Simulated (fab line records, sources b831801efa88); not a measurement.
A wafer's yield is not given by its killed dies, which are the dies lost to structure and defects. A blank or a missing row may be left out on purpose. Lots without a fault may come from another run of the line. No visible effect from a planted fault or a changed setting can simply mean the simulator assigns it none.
What tool caused it? + flow sky130 + Sampling: 13 lots, 39 wafers, 5 of 708 route steps

== WHAT THE GAUGES SHOWED, per wafer ==
SKY_LDD_HVP_TW_MEAS_10. Usual: for LDD_HVP_TW the level is 458.3 and the standard deviation is 2.7.
| lot  | measured     | on            | LDD_HVP_TW        | flag |
|------|--------------|---------------|-------------------|------|
| L585 | day 21 05:15 | film_metro-01 | 456.3 457.6 456.5 |      |
| L587 | day 21 23:10 | film_metro-02 | 460.6 458.5 460.7 |      |
| L589 | day 22 17:40 | film_metro-01 | 458.7 461.9 460.2 |      |
| L594 | day 25 00:40 | film_metro-03 | 480.4 481.3 478.6 | OFF  |
| L595 | day 25 05:56 | film_metro-02 | 479.3 482.3 481.4 | OFF  |
| L598 | day 26 18:33 | film_metro-02 | 452.7 454.8 454.6 |      |
| L602 | day 27 09:37 | film_metro-03 | 457.1 458.0 457.5 |      |
| L600 | day 27 11:31 | film_metro-01 | 457.0 456.9 457.2 |      |
| L601 | day 27 12:07 | film_metro-03 | 459.6 458.6 458.7 |      |
| L604 | day 28 01:27 | film_metro-01 | 458.4 460.6 461.5 |      |
| L605 | day 28 13:13 | film_metro-02 | 453.5 453.9 454.4 |      |
| L606 | day 28 22:24 | film_metro-03 | 458.8 462.0 460.0 |      |
| L607 | day 29 07:22 | film_metro-02 | 453.3 451.8 450.9 |      |

SKY_POLY_CUT_CD_MEAS_08: target cd 270 nm. Usual: cd_nm reads 269.7 nm (standard deviation 1.3).
| lot  | measured     | on        | cd_nm (nm)        | flag |
|------|--------------|-----------|-------------------|------|
| L585 | day 23 21:49 | cd_sem-02 | 268.3 270.2 269.5 |      |
| L587 | day 24 13:27 | cd_sem-02 | 270.4 270.5 269.3 |      |
| L589 | day 25 08:55 | cd_sem-02 | 269.2 267.7 270.7 |      |
| L594 | day 27 13:32 | cd_sem-01 | 268.9 269.0 269.2 |      |
| L595 | day 27 20:04 | cd_sem-01 | 270.9 270.2 271.6 |      |
| L598 | day 29 07:11 | cd_sem-02 | 269.5 270.4 270.6 |      |
| L602 | day 29 21:39 | cd_sem-02 | 268.0 269.5 270.5 |      |
| L600 | day 29 23:42 | cd_sem-02 | 269.6 269.9 268.8 |      |
| L601 | day 30 00:39 | cd_sem-02 | 267.8 268.4 268.3 |      |
| L604 | day 30 12:47 | cd_sem-01 | 268.8 269.1 269.9 |      |
| L605 | day 31 00:34 | cd_sem-01 | 270.7 271.9 270.4 |      |
| L606 | day 31 09:44 | cd_sem-01 | 271.7 270.9 274.0 |      |
| L607 | day 31 16:24 | cd_sem-01 | 269.4 268.6 267.6 |      |

SKY_LI_CONTACT_CD_MEAS_12: target cd 170 nm. Usual: cd_nm reads 170.1 nm (standard deviation 1.4).
| lot  | measured     | on        | cd_nm (nm)        | flag |
|------|--------------|-----------|-------------------|------|
| L585 | day 28 22:43 | cd_sem-02 | 168.2 169.2 168.7 |      |
| L587 | day 29 16:06 | cd_sem-02 | 167.9 168.1 168.9 |      |
| L589 | day 30 08:37 | cd_sem-02 | 171.6 171.0 172.4 |      |
| L594 | day 32 10:04 | cd_sem-01 | 170.3 169.8 169.3 |      |
| L595 | day 32 13:40 | cd_sem-02 | 169.1 167.8 170.4 |      |
| L598 | day 34 00:20 | cd_sem-01 | 169.9 170.8 171.2 |      |
| L602 | day 34 13:35 | cd_sem-01 | 169.6 169.8 169.5 |      |
| L600 | day 34 16:17 | cd_sem-02 | 169.3 172.1 171.2 |      |
| L601 | day 34 17:35 | cd_sem-01 | 170.0 171.2 170.7 |      |
| L604 | day 35 04:53 | cd_sem-01 | 170.5 171.0 172.1 |      |
| L605 | day 35 15:16 | cd_sem-01 | 171.2 170.5 169.6 |      |
| L606 | day 36 00:13 | cd_sem-01 | 169.3 167.9 170.2 |      |
| L607 | day 36 06:17 | cd_sem-02 | 170.7 170.5 170.7 |      |

SKY_LI_CONTACT_THK_MEAS_23: measures by xrf. Usual: for LI_CONTACT_W_THK the level is 405 nm and the standard deviation is 6.4.
| lot  | measured     | on            | LI_CONTACT_W_THK (nm) | flag |
|------|--------------|---------------|-----------------------|------|
| L585 | day 28 23:41 | film_metro-04 | 414 411 416           |      |
| L587 | day 29 17:02 | film_metro-02 | 403 404 411           |      |
| L589 | day 30 09:35 | film_metro-02 | 413 408 401           |      |
| L594 | day 32 11:02 | film_metro-02 | 411 405 408           |      |
| L595 | day 32 14:47 | film_metro-04 | 399 401 401           |      |
| L598 | day 34 01:17 | film_metro-01 | 404 410 404           |      |
| L602 | day 34 14:33 | film_metro-01 | 396 400 401           |      |
| L600 | day 34 17:14 | film_metro-04 | 406 400 400           |      |
| L601 | day 34 18:32 | film_metro-04 | 401 398 400           |      |
| L604 | day 35 05:50 | film_metro-02 | 412 411 407           |      |
| L605 | day 35 16:14 | film_metro-02 | 404 412 401           |      |
| L606 | day 36 01:11 | film_metro-01 | 398 411 408           |      |
| L607 | day 36 07:14 | film_metro-02 | 416 412 411           |      |

== WHICH TOOL RAN EACH LOT (tool, then ch and the chambers of the sampled wafers, then the start) ==
| lot  | SKY_LDD_HVP_IMPLANT_08          |
|------|---------------------------------|
| L585 | implanter-02 ch 0, day 21 05:00 |
| L587 | implanter-04 ch 0, day 21 22:56 |
| L589 | implanter-03 ch 0, day 22 17:25 |
| L594 | implanter-03 ch 0, day 25 00:25 |
| L595 | implanter-03 ch 0, day 25 05:43 |
| L598 | implanter-02 ch 0, day 26 18:19 |
| L602 | implanter-04 ch 0, day 27 09:23 |
| L600 | implanter-04 ch 0, day 27 11:17 |
| L601 | implanter-04 ch 0, day 27 11:53 |
| L604 | implanter-02 ch 0, day 28 01:12 |
| L605 | implanter-03 ch 0, day 28 12:58 |
| L606 | implanter-02 ch 0, day 28 22:09 |
| L607 | implanter-03 ch 0, day 29 07:07 |
- SKY_LDD_HVP_IMPLANT_08

== WHAT THE TOOLS THEMSELVES READ (means of the sampled wafers that have a number; where no wafer has one, the mark that the record gives instead) ==
SKY_LDD_HVP_IMPLANT_08. Usual: beam_energy_keV reads 20.001 (standard deviation 0.0061).
| lot  | tool         | beam_energy_keV | flag |
|------|--------------|-----------------|------|
| L585 | implanter-02 | 20.005          |      |
| L587 | implanter-04 | 20.000          |      |
| L589 | implanter-03 | 20.002          |      |
| L594 | implanter-03 | 24.718          | OFF  |
| L595 | implanter-03 | 24.728          | OFF  |
| L598 | implanter-02 | 19.994          |      |
| L602 | implanter-04 | 19.995          |      |
| L600 | implanter-04 | 19.992          |      |
| L601 | implanter-04 | 19.998          |      |
| L604 | implanter-02 | 20.004          |      |
| L605 | implanter-03 | 20.001          |      |
| L606 | implanter-02 | 19.995          |      |
| L607 | implanter-03 | 19.998          |      |

== THE ANSWER, worked out from the rows above alone ==
Rule: a lot is off if the mean of its wafers that have a number lies more than 3 standard deviations from the usual mean. A lot without any number at a reading at which 4 lots or more have one is off too. The other lots that the step has rows for count as sound. The gauges are gone through in route order, then the tools' own readings, and for those a lot's mean is taken as printed above. The first step at which some lot is off is used, and at that step the reading that is off furthest; a lot without a number counts as furthest.
Off: L594, L595, seen at SKY_LDD_HVP_TW_MEAS_10 (LDD_HVP_TW).
If a tool, at a process step before that reading, ran all the lots that are off and no sound lot after the first of them, it fits. The gauges at SKY_LDD_HVP_TW_MEAS_10 aren't tried: what is off there is off at SKY_LDD_HVP_IMPLANT_08 too, on other tools, and a gauge's error can't cause that. No candidate that was tried fits.

== WHAT THE SIMULATOR HAD INSERTED ==
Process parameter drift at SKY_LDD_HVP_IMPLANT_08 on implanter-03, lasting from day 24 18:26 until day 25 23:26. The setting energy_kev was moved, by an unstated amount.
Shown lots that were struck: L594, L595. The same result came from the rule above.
